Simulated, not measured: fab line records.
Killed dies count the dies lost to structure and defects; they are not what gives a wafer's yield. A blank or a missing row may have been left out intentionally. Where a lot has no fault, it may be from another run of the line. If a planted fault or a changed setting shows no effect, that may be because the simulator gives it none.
fab line records | flow sky130
[record] lots = 5 | wafers = 15 | last-day = 50
route steps=708 shown LI_CONTACT@371 LOCAL_INTERCONNECT@387 PAD_OPEN@708
lots with no fault: from the same line, run without faults
start-h: start of the lot's first displayed wafer, in hours after the record's first day | wait-h: hours from the lot's prior step to this one | " identical to the entry in the row above | L1.1+2: one row covering several wafers at once | - no value, or no start was given | * or withheld: withheld | < > ~ a bound
route shown NAME@n: a module of which the file shows steps, and the number in the route of the first | usual: mean/standard deviation of fault-free wafers | same: alike in all rows | chamber/n: place in a boat | sites: each site's reading | _std_site: the values' standard deviation | _edge_site: mean of outer sites minus mean of inner sites | radius-mm: how far each site lies from the wafer's centre | mask NAME#n: copy n | behind: the last tool/chamber to shape the wafer | hold: why the lot went on hold/how many hours it stayed there/how the hold came to an end | device: names the non-switching transistor (n, p or np) | end of line: tests run on the same wafers once the route is complete | a step with no rows: only its recipe | killed: dies lost to structure and defects at the first sort, not the wafer's yield | map: the dies of a wafer, with x for killed, . for not killed, _ for no die there
set.NAME: the setting the step ran with; set.NAME@STEP: the setting that earlier step ran with | model.NAME: the simulator's own value behind a step, which no gauge read
lots seen at some steps along the route; tables by step, rows by wafer
services: from which hour (start-h, from the record's first day; less than 0 if before it) a tool's chamber was out of use, for how many hours, and why
[[steps]]
[step SKY_LI_CONTACT_EXPOSE_09]
[recipe] mask-id = LICM1 | na = 0.8 | source-shape = annular | sigma-inner = 0.55 | sigma-outer = 0.85 | target-cd-nm = 170 | dose-mj = 38
[step SKY_LI_CONTACT_PEB_10]
[recipe] peb-temp-c = withheld | peb-time-s = withheld | resist = KrF-thick
[step SKY_LI_CONTACT_DEVELOP_11]
[recipe] develop-time-s = 60 | resist = KrF-thick | dev-temp-c = 21
[step SKY_LI_CONTACT_CD_MEAS_12]
[recipe] target-cd-nm = 170
[usual] cd-nm = 170.5/1.8
lot.wafer | tool      | chamber | start-h | wait-h | cd-nm
L327.1    | cd-sem-02 | -       | 701.17  | -      | 172.2
L327.2    | "         | -       | "       | "      | 171.1
L327.4    | "         | -       | "       | "      | 172.2
L330.1    | cd-sem-01 | -       | 740.98  | -      | 171.9
L330.3    | "         | -       | "       | "      | 170.5
L330.6    | "         | -       | "       | "      | 171.2
L339.2    | cd-sem-02 | -       | 791.95  | -      | 169.1
L339.3    | "         | -       | "       | "      | 169.4
L339.6    | "         | -       | "       | "      | 169.3
L346.2    | cd-sem-01 | -       | 841.63  | -      | 170.8
L346.4    | "         | -       | "       | "      | 170.3
L346.6    | "         | -       | "       | "      | 169.5
L347.1    | cd-sem-01 | -       | 862.86  | -      | 170.3
L347.4    | "         | -       | "       | "      | 169.2
L347.6    | "         | -       | "       | "      | 169.0
[step SKY_LI_CONTACT_OVL_MEAS_13]
[usual] LI_CONTACT_OVL = -6/5.5
lot.wafer | tool       | chamber | start-h | wait-h | LI_CONTACT_OVL[nm]
L327.1    | overlay-02 | -       | 701.29  | 0.1    | -18
L327.2    | "          | -       | "       | "      | -11
L327.4    | "          | -       | "       | "      | -17
L330.1    | overlay-01 | -       | 741.10  | 0.1    | -7
L330.3    | "          | -       | "       | "      | -5
L330.6    | "          | -       | "       | "      | -8
L339.2    | overlay-02 | -       | 792.06  | 0.1    | -2
L339.3    | "          | -       | "       | "      | -5
L339.6    | "          | -       | "       | "      | -6
L346.2    | overlay-01 | -       | 841.74  | 0.1    | -7
L346.4    | "          | -       | "       | "      | -10
L346.6    | "          | -       | "       | "      | -8
L347.1    | overlay-01 | -       | 862.98  | 0.1    | -17
L347.4    | "          | -       | "       | "      | -9
L347.6    | "          | -       | "       | "      | -4
[step SKY_LI_CONTACT_ETCH_14]
[recipe] chemistry = N2/H2 | target = BARC | ion-energy-ev = 200 | source-w = 500 | bias-w = 100 | pressure-mtorr = 30 | n2-flow-sccm = 100 | h2-flow-sccm = 200 | stop-on = SiO2 | time-s = 45.9 | target-depth-a = 600
[usual] drypump-motor-current-A = 5.9/0.48 | oes-product-au = 0.855/0.0044 | throttle-valve-pct = 13.225/0.0092
lot.wafer | tool        | chamber | start-h | wait-h | drypump-motor-current-A | oes-product-au | rf-hours-counter-h | throttle-valve-pct
L327.1    | rie-diel-04 | 0       | 701.33  | 0.0    | 5.6                     | 0.870          | 42                 | 13.258
L327.2    | "           | 3       | "       | "      | 6.6                     | 0.854          | 47                 | 13.219
L327.4    | "           | 1       | "       | "      | 5.6                     | 0.859          | 11                 | 13.231
L330.1    | rie-diel-01 | 0       | 741.14  | 0.0    | 5.2                     | 0.859          | 11                 | 13.239
L330.3    | "           | 1       | "       | "      | 5.4                     | 0.860          | 14                 | 13.211
L330.6    | "           | 3       | "       | "      | 6.7                     | 0.849          | -                  | 13.240
L339.2    | rie-diel-02 | 0       | 792.09  | 0.0    | 5.6                     | 0.853          | 18                 | 13.228
L339.3    | "           | 3       | "       | "      | 6.4                     | 0.856          | 33                 | 13.232
L339.6    | "           | 0       | "       | "      | 5.6                     | 0.853          | -                  | 13.239
L346.2    | rie-diel-02 | 2       | 841.77  | 0.0    | 6.4                     | 0.849          | 14                 | 13.214
L346.4    | "           | 3       | "       | "      | 6.4                     | 0.849          | 0                  | 13.233
L346.6    | "           | 1       | "       | "      | 6.1                     | 0.847          | -                  | 13.230
L347.1    | rie-diel-01 | 0       | 863.02  | 0.0    | 5.2                     | 0.854          | 15                 | 13.234
L347.4    | "           | 2       | "       | "      | 5.6                     | 0.850          | 10                 | 13.220
L347.6    | "           | 0       | "       | "      | 5.3                     | 0.859          | -                  | 13.231
[step SKY_LI_CONTACT_ETCH_15]
[recipe] target = PSG | chemistry = C4F8/O2/Ar | stop-on = Si | taper-deg = 4.15 | mask-material = KrF-thick | source-w = 1500 | bias-w = 1200 | pressure-mtorr = 40 | c4f8-flow-sccm = withheld | O2_flow_sccm = 6 | Ar_flow_sccm = 300 | time-s = withheld | target-depth-a = 6000
[step SKY_LI_CONTACT_STRIP_16]
[recipe] chemistry = O2/N2 | power-w = 1400 | pressure-mtorr = 1500 | platen-temp-c = withheld | o2-flow-sccm = 3000 | n2-flow-sccm = 300 | overash-fraction = 0.5
[usual] drypump-motor-current-A = 5.6/0.39 | o2-flow-sccm = 2999/8.7 | oes-product-au = 0.375/0.0049 | strip-time-to-endpoint-s = 3.50/0.039
lot.wafer | tool            | chamber | start-h | wait-h | drypump-motor-current-A | o2-flow-sccm | oes-product-au | rf-hours-counter-h | strip-time-to-endpoint-s
L327.1    | plasma-asher-03 | 0       | 701.45  | -      | 5.0                     | 2982         | 0.374          | 85                 | 3.41
L327.2    | "               | 1       | "       | "      | 5.8                     | 2997         | 0.375          | 85                 | 3.47
L327.4    | "               | 0       | "       | "      | 5.0                     | 2996         | 0.366          | -                  | 3.47
L330.1    | plasma-asher-03 | 0       | 741.27  | -      | 4.9                     | 3008         | 0.371          | 89                 | 3.50
L330.3    | "               | 1       | "       | "      | 5.8                     | 3006         | 0.374          | -                  | 3.46
L330.6    | "               | 0       | "       | "      | 4.9                     | 2999         | 0.374          | -                  | 3.55
L339.2    | plasma-asher-03 | 1       | 792.22  | -      | 5.9                     | 3012         | 0.378          | 94                 | 3.53
L339.3    | "               | 0       | "       | "      | 5.0                     | 3010         | 0.379          | -                  | 3.45
L339.6    | "               | 1       | "       | "      | 5.8                     | 3002         | 0.369          | -                  | 3.53
L346.2    | plasma-asher-03 | 0       | 841.89  | -      | 4.9                     | 2992         | 0.371          | 99                 | 3.47
L346.4    | "               | 0       | "       | "      | 4.9                     | 3005         | 0.370          | -                  | 3.49
L346.6    | "               | 1       | "       | "      | 5.8                     | 2997         | 0.378          | -                  | 3.54
L347.1    | plasma-asher-04 | 1       | 863.14  | -      | 5.3                     | 3009         | 0.378          | 72                 | 3.48
L347.4    | "               | 0       | "       | "      | 5.8                     | 3002         | 0.374          | -                  | 3.45
L347.6    | "               | 0       | "       | "      | 5.8                     | 2993         | 0.373          | -                  | 3.50
[step SKY_LI_CONTACT_CLEAN_17]
[recipe] chemistry = NMP | time-s = 600 | temp-c = 60 | dry = n2-spin
[step SKY_LI_CONTACT_PRE_CLEAN_18]
[recipe] gas = Ar | time-s = 5.6 | bias-v = 358
[step SKY_LI_CONTACT_SPUTTER_19]
[recipe] material = Ti | target-thk-nm = 20 | chamber-pressure-pa = 5 | power-w = 2500 | substrate-temp-c = 200 | time-s = 106.37
[usual] substrate-temp-c = 199.99/0.17 | throttle-valve-pct = 29.9/1.2
lot.wafer | tool           | chamber | start-h | wait-h | substrate-temp-c | throttle-valve-pct
L327.1    | pvd-sputter-01 | -       | 701.78  | 0.0    | 200.13           | 29.9
L327.2    | "              | -       | "       | "      | 200.00           | 28.4
L327.4    | "              | -       | "       | "      | 200.06           | 31.6
L330.1    | pvd-sputter-04 | -       | 741.58  | 0.0    | 200.28           | 28.5
L330.3    | "              | -       | "       | "      | 200.21           | 28.4
L330.6    | "              | -       | "       | "      | 199.93           | 31.7
L339.2    | pvd-sputter-01 | -       | 792.51  | 0.0    | 199.87           | 30.3
L339.3    | "              | -       | "       | "      | 199.89           | 29.6
L339.6    | "              | -       | "       | "      | 199.83           | 29.8
L346.2    | pvd-sputter-04 | -       | 842.19  | 0.0    | 199.67           | 28.6
L346.4    | "              | -       | "       | "      | 199.83           | 28.4
L346.6    | "              | -       | "       | "      | 199.95           | 29.1
L347.1    | pvd-sputter-04 | -       | 863.44  | 0.0    | 200.05           | 28.5
L347.4    | "              | -       | "       | "      | 199.87           | 28.3
L347.6    | "              | -       | "       | "      | 199.95           | 28.4
[step SKY_LI_CONTACT_SPUTTER_20]
[recipe] material = TiN | target-thk-nm = 20 | chamber-pressure-pa = 5 | power-w = 4000 | time-s = 80
[usual] throttle-valve-pct = 29.9/1.3
lot.wafer | tool           | chamber | start-h | wait-h | throttle-valve-pct
L327.1    | pvd-sputter-01 | -       | 701.86  | 0.0    | 29.9
L327.2    | "              | -       | "       | "      | 28.3
L327.4    | "              | -       | "       | "      | 31.5
L330.1    | pvd-sputter-04 | -       | 741.65  | 0.0    | 28.3
L330.3    | "              | -       | "       | "      | 28.4
L330.6    | "              | -       | "       | "      | 31.9
L339.2    | pvd-sputter-01 | -       | 792.59  | 0.0    | 30.4
L339.3    | "              | -       | "       | "      | 29.7
L339.6    | "              | -       | "       | "      | 29.7
L346.2    | pvd-sputter-04 | -       | 842.26  | 0.0    | 28.6
L346.4    | "              | -       | "       | "      | 28.6
L346.6    | "              | -       | "       | "      | 28.7
L347.1    | pvd-sputter-04 | -       | 863.51  | 0.0    | 28.2
L347.4    | "              | -       | "       | "      | 28.4
L347.6    | "              | -       | "       | "      | 28.5
[step SKY_LI_CONTACT_CVD_21]
[recipe] material = W | target-thk-nm = 400 | time-s = 120.56 | temp-c = 400 | pressure-torr = 40
[usual] heater-power-outer-w = 538/46 | heater-power-w = 874/82
lot.wafer | tool     | chamber | start-h | wait-h | heater-power-outer-w | heater-power-w | model.W_of_LI_CONTACT_CVD_21.thk-nm
L327.1    | cvd-w-02 | 1       | 701.92  | 0.0    | 505                  | 822            | 405.9
L327.2    | "        | 0       | "       | "      | 520                  | 805            | 390.5
L327.4    | "        | 0       | "       | "      | 519                  | 793            | 391.1
L330.1    | cvd-w-01 | 0       | 741.72  | 0.0    | 505                  | 905            | 172.7
L330.3    | "        | 0       | "       | "      | 517                  | 920            | 403.1
L330.6    | "        | 0       | "       | "      | 517                  | 891            | 408.5
L339.2    | cvd-w-02 | 0       | 792.65  | 0.0    | 525                  | 794            | 393.8
L339.3    | "        | 0       | "       | "      | 508                  | 806            | 397.5
L339.6    | "        | 0       | "       | "      | 519                  | 800            | 395.1
L346.2    | cvd-w-01 | 1       | 842.32  | 0.0    | 621                  | 1003           | 399.1
L346.4    | "        | 1       | "       | "      | 609                  | 1021           | 398.7
L346.6    | "        | 1       | "       | "      | 621                  | 1014           | 401.5
L347.1    | cvd-w-01 | 1       | 863.57  | 0.0    | 617                  | 1009           | 399.4
L347.4    | "        | 1       | "       | "      | 618                  | 1024           | 398.6
L347.6    | "        | 1       | "       | "      | 616                  | 993            | 401.5
[step SKY_LI_CONTACT_RS_MEAS_22]
[recipe] thk-meas-gauge = four-point-probe | reads = W_of_LI_CONTACT_CVD_21+TiN_of_LI_CONTACT_SPUTTER_20+Ti_of_LI_CONTACT_SPUTTER_19
[usual] LI_CONTACT_W_RS = 0.285/0.0054
lot.wafer | tool          | chamber | start-h | wait-h | LI_CONTACT_W_RS[ohm/sq]
L327.1    | film-metro-04 | -       | 702.04  | 0.1    | 0.281
L327.2    | "             | -       | "       | "      | 0.291
L327.4    | "             | -       | "       | "      | 0.292
L330.1    | film-metro-01 | -       | 741.84  | 0.1    | 0.662
L330.3    | "             | -       | "       | "      | 0.282
L330.6    | "             | -       | "       | "      | 0.279
L339.2    | film-metro-01 | -       | 792.80  | 0.1    | 0.289
L339.3    | "             | -       | "       | "      | 0.285
L339.6    | "             | -       | "       | "      | 0.287
L346.2    | film-metro-01 | -       | 842.47  | 0.1    | 0.285
L346.4    | "             | -       | "       | "      | 0.285
L346.6    | "             | -       | "       | "      | 0.284
L347.1    | film-metro-04 | -       | 863.70  | 0.1    | 0.285
L347.4    | "             | -       | "       | "      | 0.286
L347.6    | "             | -       | "       | "      | 0.284
[step SKY_LI_CONTACT_THK_MEAS_23]
[recipe] thk-meas-gauge = xrf | reads = W_of_LI_CONTACT_CVD_21
[usual] LI_CONTACT_W_THK = 387/7.5
lot.wafer | tool          | chamber | start-h | wait-h | LI_CONTACT_W_THK[nm]
L327.1    | film-metro-04 | -       | 702.16  | 0.1    | 394
L327.2    | "             | -       | "       | "      | 381
L327.4    | "             | -       | "       | "      | 383
L330.1    | film-metro-01 | -       | 741.96  | 0.1    | 168
L330.3    | "             | -       | "       | "      | 383
L330.6    | "             | -       | "       | "      | 390
L339.2    | film-metro-01 | -       | 792.91  | 0.1    | 383
L339.3    | "             | -       | "       | "      | 388
L339.6    | "             | -       | "       | "      | 384
L346.2    | film-metro-01 | -       | 842.58  | 0.1    | 385
L346.4    | "             | -       | "       | "      | 385
L346.6    | "             | -       | "       | "      | 386
L347.1    | film-metro-04 | -       | 863.82  | 0.1    | 387
L347.4    | "             | -       | "       | "      | 385
L347.6    | "             | -       | "       | "      | 385
[step SKY_LI_CONTACT_CMP_24]
[recipe] stop-on = PSG | t-overpolish-s = 20 | down-force-psi = 3.5 | platen-rpm = 60 | target-thk-nm = 0 | pad-velocity-m-s = 0.94248
[usual] edge-zone-pressure-frac = 1.000/0.0042 | motor-current-A = 11.1/0.98 | time-to-endpoint-s = 97/3.8
lot.wafer | tool   | chamber | start-h | wait-h | edge-zone-pressure-frac | motor-current-A | time-to-endpoint-s
L327.2    | cmp-02 | 0       | 702.22  | 0.0    | 1.006                   | 11.2            | 95
L327.4    | "      | 2       | "       | "      | 1.003                   | 11.7            | 98
L327.1    | "      | 3       | "       | "      | 0.984                   | 11.4            | 100
L330.3    | cmp-02 | 2       | 742.02  | 0.0    | 1.002                   | 12.1            | 100
L330.1    | "      | 0       | "       | "      | 1.007                   | 10.7            | 41
L330.6    | "      | 3       | "       | "      | 1.000                   | 11.5            | 101
L339.2    | cmp-01 | 1       | 792.96  | 0.0    | 1.001                   | 9.7             | 99
L339.3    | "      | 0       | "       | "      | 0.997                   | 12.3            | 102
L339.6    | "      | 1       | "       | "      | 1.002                   | 10.1            | 99
L346.4    | cmp-01 | 3       | 842.68  | 0.1    | 1.001                   | 9.1             | 99
L346.2    | "      | 1       | "       | "      | 0.997                   | 10.2            | 102
L346.6    | "      | 3       | "       | "      | 1.001                   | 9.3             | 98
L347.1    | cmp-01 | 2       | 863.98  | 0.1    | 1.000                   | 10.8            | 98
L347.4    | "      | 3       | "       | "      | 1.001                   | 10.3            | 96
L347.6    | "      | 1       | "       | "      | 0.997                   | 9.7             | 99
[step SKY_LOCAL_INTERCONNECT_SPUTTER_00]
[recipe] material = TiN | target-thk-nm = 100 | temp-c = 300 | power-w = 6500 | time-s = 83.3 | chamber-pressure-pa = 0.4
[usual] substrate-temp-c = 299.99/0.19 | throttle-valve-pct = 29.8/1.2
lot.wafer | tool           | chamber | start-h | wait-h | substrate-temp-c | throttle-valve-pct
L327.1    | pvd-sputter-04 | -       | 702.52  | 0.1    | 299.90           | 28.3
L327.2    | "              | -       | "       | "      | 300.21           | 28.9
L327.4    | "              | -       | "       | "      | 300.03           | 31.9
L330.1    | pvd-sputter-02 | -       | 742.32  | 0.1    | 299.92           | 29.9
L330.3    | "              | -       | "       | "      | 299.97           | 29.5
L330.6    | "              | -       | "       | "      | 300.04           | 31.3
L339.2    | pvd-sputter-03 | -       | 793.26  | 0.2    | 300.07           | 30.8
L339.3    | "              | -       | "       | "      | 300.12           | 31.3
L339.6    | "              | -       | "       | "      | 299.96           | 28.3
L346.2    | pvd-sputter-02 | -       | 842.93  | 0.1    | 299.82           | 29.7
L346.4    | "              | -       | "       | "      | 299.95           | 29.3
L346.6    | "              | -       | "       | "      | 299.67           | 29.5
L347.1    | pvd-sputter-03 | -       | 864.18  | 0.1    | 299.74           | 29.5
L347.4    | "              | -       | "       | "      | 299.98           | 31.2
L347.6    | "              | -       | "       | "      | 300.32           | 28.3
[step SKY_PAD_OPEN_PROBE_99]
[usual] killed_at_M0_to_M3 = 43/6.8 | killed_at_M4_up = 3.2/1.8 | killed-at-contacts = 24/6.2 | killed-at-front-end = 15/4.7 | killed-at-other = 0.4/0.63 | killed-dies = 86/9.6 | killed-on-rim = 17/3.9 | killed-open = 47/6.9 | killed-short = 39/6.3
[same] gross-dies = 492 | killed-at-back-side = 0
lot.wafer | tool      | chamber | start-h | wait-h | killed_at_M0_to_M3 | killed_at_M4_up | killed-at-contacts | killed-at-front-end | killed-at-other | killed-dies | killed-on-rim | killed-open | killed-short
L327.1    | prober-02 | -       | 1091.01 | 0.1    | 35                 | 2               | 21                 | 8                   | 1               | 67          | 12            | 38          | 28
L327.2    | prober-02 | -       | 1091.06 | 0.1    | 39                 | 4               | 18                 | 18                  | 1               | 80          | 13            | 46          | 33
L327.4    | prober-02 | -       | 1091.16 | 0.2    | 37                 | 3               | 27                 | 11                  | 0               | 78          | 13            | 42          | 36
L330.1    | prober-01 | -       | 1119.03 | 0.1    | 34                 | 4               | 34                 | 13                  | 0               | 85          | 15            | 49          | 36
L330.3    | prober-01 | -       | 1119.13 | 0.2    | 42                 | 6               | 28                 | 20                  | 0               | 96          | 25            | 51          | 45
L330.6    | prober-01 | -       | 1119.28 | 0.2    | 38                 | 2               | 15                 | 20                  | 1               | 76          | 14            | 42          | 34
L339.2    | prober-01 | -       | 1157.67 | 0.1    | 41                 | 2               | 30                 | 10                  | 0               | 83          | 16            | 42          | 40
L339.3    | prober-01 | -       | 1157.72 | 0.2    | 37                 | 1               | 37                 | 14                  | 0               | 89          | 22            | 53          | 34
L339.6    | prober-01 | -       | 1157.87 | 0.2    | 44                 | 3               | 21                 | 17                  | 0               | 85          | 18            | 47          | 38
L346.2    | prober-01 | -       | 1191.78 | 0.1    | 43                 | 5               | 27                 | 18                  | 0               | 93          | 16            | 54          | 38
L346.4    | prober-01 | -       | 1191.88 | 0.2    | 43                 | 2               | 22                 | 24                  | 1               | 92          | 16            | 61          | 30
L346.6    | prober-01 | -       | 1191.98 | 0.2    | 31                 | 2               | 20                 | 17                  | 0               | 70          | 15            | 42          | 28
L347.1    | prober-01 | -       | 1202.22 | 0.1    | 51                 | 4               | 22                 | 6                   | 2               | 85          | 15            | 44          | 41
L347.4    | prober-01 | -       | 1202.37 | 0.2    | 38                 | 3               | 27                 | 16                  | 1               | 85          | 14            | 43          | 42
L347.6    | prober-01 | -       | 1202.47 | 0.2    | 41                 | 1               | 21                 | 13                  | 0               | 76          | 13            | 43          | 33
// killed by level:class
L327.1 VIA1:geometric-particle:open=10 LI_CONTACT:geometric-particle:open=6 CONTACT:geometric-particle:open=5 VIA1:geometric-particle:short=5 CONTACT:geometric-particle:short=4 VIA3:geometric-particle:short=4 LI_CONTACT:geometric-particle:short=3 METAL2:geometric-particle:short=3
L327.2 METAL2:geometric-particle:short=10 VIA1:geometric-particle:open=10 CONTACT:geometric-particle:open=9 FIELD_ISO:geometric-particle:open=6 LI_CONTACT:geometric-particle:open=5 POLY_GATE:geometric-particle:open=4 FIELD_ISO:geometric-particle:short=3 POLY_GATE:geometric-particle:short=3
L327.4 CONTACT:geometric-particle:open=15 VIA2:geometric-particle:open=8 CONTACT:geometric-particle:short=7 VIA1:geometric-particle:short=6 VIA1:geometric-particle:open=6 POLY_GATE:geometric-particle:short=4 LI_CONTACT:geometric-particle:open=4 METAL3:geometric-particle:short=4
L330.1 CONTACT:geometric-particle:open=16 LI_CONTACT:geometric-particle:open=7 CONTACT:geometric-particle:short=7 METAL2:geometric-particle:short=7 VIA1:geometric-particle:open=7 POLY_GATE:geometric-particle:open=6 VIA3:geometric-particle:open=5 VIA2:geometric-particle:open=4
L330.3 CONTACT:geometric-particle:open=10 LI_CONTACT:geometric-particle:open=9 VIA2:geometric-particle:open=9 FIELD_ISO:geometric-particle:short=8 VIA1:geometric-particle:open=8 VIA1:geometric-particle:short=6 METAL2:geometric-particle:short=5 METAL1:geometric-particle:short=5
L330.6 VIA1:geometric-particle:open=11 FIELD_ISO:geometric-particle:open=8 CONTACT:geometric-particle:short=7 VIA2:geometric-particle:open=6 VIA3:geometric-particle:short=5 VIA1:geometric-particle:short=4 POLY_GATE:geometric-particle:short=3 LI_CONTACT:geometric-particle:open=3
L339.2 VIA2:geometric-particle:open=9 LI_CONTACT:geometric-particle:open=8 CONTACT:geometric-particle:short=8 CONTACT:geometric-particle:open=8 VIA1:geometric-particle:short=7 VIA1:geometric-particle:open=7 LOCAL_INTERCONNECT:geometric-particle:short=5 METAL3:geometric-particle:short=4
L339.3 CONTACT:geometric-particle:open=16 VIA2:geometric-particle:open=10 LI_CONTACT:geometric-particle:open=7 VIA1:geometric-particle:open=7 FIELD_ISO:geometric-particle:short=6 LOCAL_INTERCONNECT:geometric-particle:short=6 VIA3:geometric-particle:open=5 METAL2:geometric-particle:short=5
L339.6 CONTACT:geometric-particle:open=10 VIA1:geometric-particle:open=9 VIA3:geometric-particle:open=8 METAL2:geometric-particle:short=7 POLY_GATE:geometric-particle:short=6 VIA2:geometric-particle:open=5 FIELD_ISO:geometric-particle:short=4 FIELD_ISO:geometric-particle:open=4
L346.2 VIA1:geometric-particle:open=11 CONTACT:geometric-particle:open=9 LI_CONTACT:geometric-particle:open=8 VIA3:geometric-particle:open=7 METAL2:geometric-particle:short=6 FIELD_ISO:geometric-particle:short=4 FIELD_ISO:geometric-particle:open=4 POLY_GATE:geometric-particle:open=4
L346.4 VIA2:geometric-particle:open=11 VIA1:geometric-particle:open=11 FIELD_ISO:geometric-particle:open=9 CONTACT:geometric-particle:open=9 VIA3:geometric-particle:open=9 LI_CONTACT:geometric-particle:open=6 FIELD_ISO:geometric-particle:short=5 POLY_GATE:geometric-particle:open=4
L346.6 VIA1:geometric-particle:open=10 VIA3:geometric-particle:open=6 LI_CONTACT:geometric-particle:open=6 CONTACT:geometric-particle:open=6 FIELD_ISO:geometric-particle:short=4 FIELD_ISO:geometric-particle:open=4 POLY_GATE:geometric-particle:open=4 POLY_GATE:geometric-particle:short=4
L347.1 VIA1:geometric-particle:open=11 CONTACT:geometric-particle:open=8 METAL1:geometric-particle:short=8 VIA1:geometric-particle:short=7 VIA2:geometric-particle:open=6 VIA3:geometric-particle:open=6 CONTACT:geometric-particle:short=5 LI_CONTACT:geometric-particle:open=4
L347.4 CONTACT:geometric-particle:open=10 VIA1:geometric-particle:open=8 POLY_GATE:geometric-particle:short=7 CONTACT:geometric-particle:short=6 FIELD_ISO:geometric-particle:open=5 LI_CONTACT:geometric-particle:open=5 VIA1:geometric-particle:short=5 METAL2:geometric-particle:short=5
L347.6 CONTACT:geometric-particle:open=11 VIA1:geometric-particle:open=8 METAL1:geometric-particle:short=5 VIA2:geometric-particle:open=5 VIA2:geometric-particle:short=4 LOCAL_INTERCONNECT:geometric-particle:short=4 METAL2:geometric-particle:short=4 METAL1:geometric-particle:open=4
[[services]]
tool            | chamber | start-h | hours | kind
rie-diel-02     | 1       | 708.36  | 2.1   | repair
cmp-02          | -       | 711.72  | 8.9   | repair
plasma-asher-03 | -       | 711.82  | 4.6   | repair
rie-diel-01     | 0       | 719.81  | 10.0  | repair
cmp-02          | -       | 729.73  | 4.8   | pm
pvd-sputter-01  | -       | 742.84  | 2.4   | repair
cmp-01          | -       | 757.05  | 4.0   | pm
cmp-02          | -       | 761.05  | 9.3   | pm
rie-diel-04     | 2       | 761.99  | 6.4   | repair
cvd-w-01        | -       | 764.03  | 6.9   | pm
rie-diel-02     | -       | 780.89  | 0.5   | repair
cvd-w-02        | 0       | 782.02  | 5.4   | repair
pvd-sputter-04  | -       | 783.67  | 8.1   | repair
rie-diel-01     | 0       | 784.14  | 9.5   | repair
pvd-sputter-03  | -       | 789.45  | 3.3   | repair
rie-diel-01     | -       | 791.67  | 2.8   | pm
rie-diel-02     | 2       | 814.58  | 6.8   | repair
cvd-w-01        | -       | 814.64  | 1.0   | repair
rie-diel-01     | 0       | 818.92  | 8.0   | repair
cmp-02          | -       | 822.07  | 1.0   | repair
pvd-sputter-01  | -       | 831.39  | 9.1   | repair
pvd-sputter-01  | -       | 837.31  | 6.6   | repair
pvd-sputter-04  | 2       | 839.80  | -     | consumable-replace:kit
pvd-sputter-01  | -       | 854.90  | 13.0  | repair
[[key]]
[first-sign] step = SKY_LI_CONTACT_RS_MEAS_22 | reading = LI_CONTACT_W_RS | direction = up | sigmas = 70 | usual = 0.285 | struck = 0.662
[effect] step = SKY_LI_CONTACT_THK_MEAS_23 | reading = LI_CONTACT_W_THK | direction = down | sigmas = 29 | usual = 387 | struck = 168
[effect] step = SKY_LI_CONTACT_CMP_24 | reading = time-to-endpoint-s | direction = down | sigmas = 15 | usual = * | struck = *
[model-effect] step = SKY_LI_CONTACT_CVD_21 | value = W_of_LI_CONTACT_CVD_21.thk-nm | without = 407.3 | struck = 172.7
met-at SKY_LI_CONTACT_CVD_21
struck-wafers L330.1
tester-left-out L330
[fault] kind = process-parameter-drift | tool = cvd-w-01 | chamber = - | onset-h = 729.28 | steps = SKY_LI_CONTACT_CVD_21 | channel = target-thk-nm | offset = -235.61 | shape = step | end-h = 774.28 | scope = struck-wafers-only | acts-in = these-recipes-only | stated = 400
// tester-left-out: of these lots the tester's yield and bins aren't shown, on N5 and GAA mostly nor the transistor test; their killed dies are dies lost to structure and defects alone, not to doping, threshold or leakage, so they don't give the yield
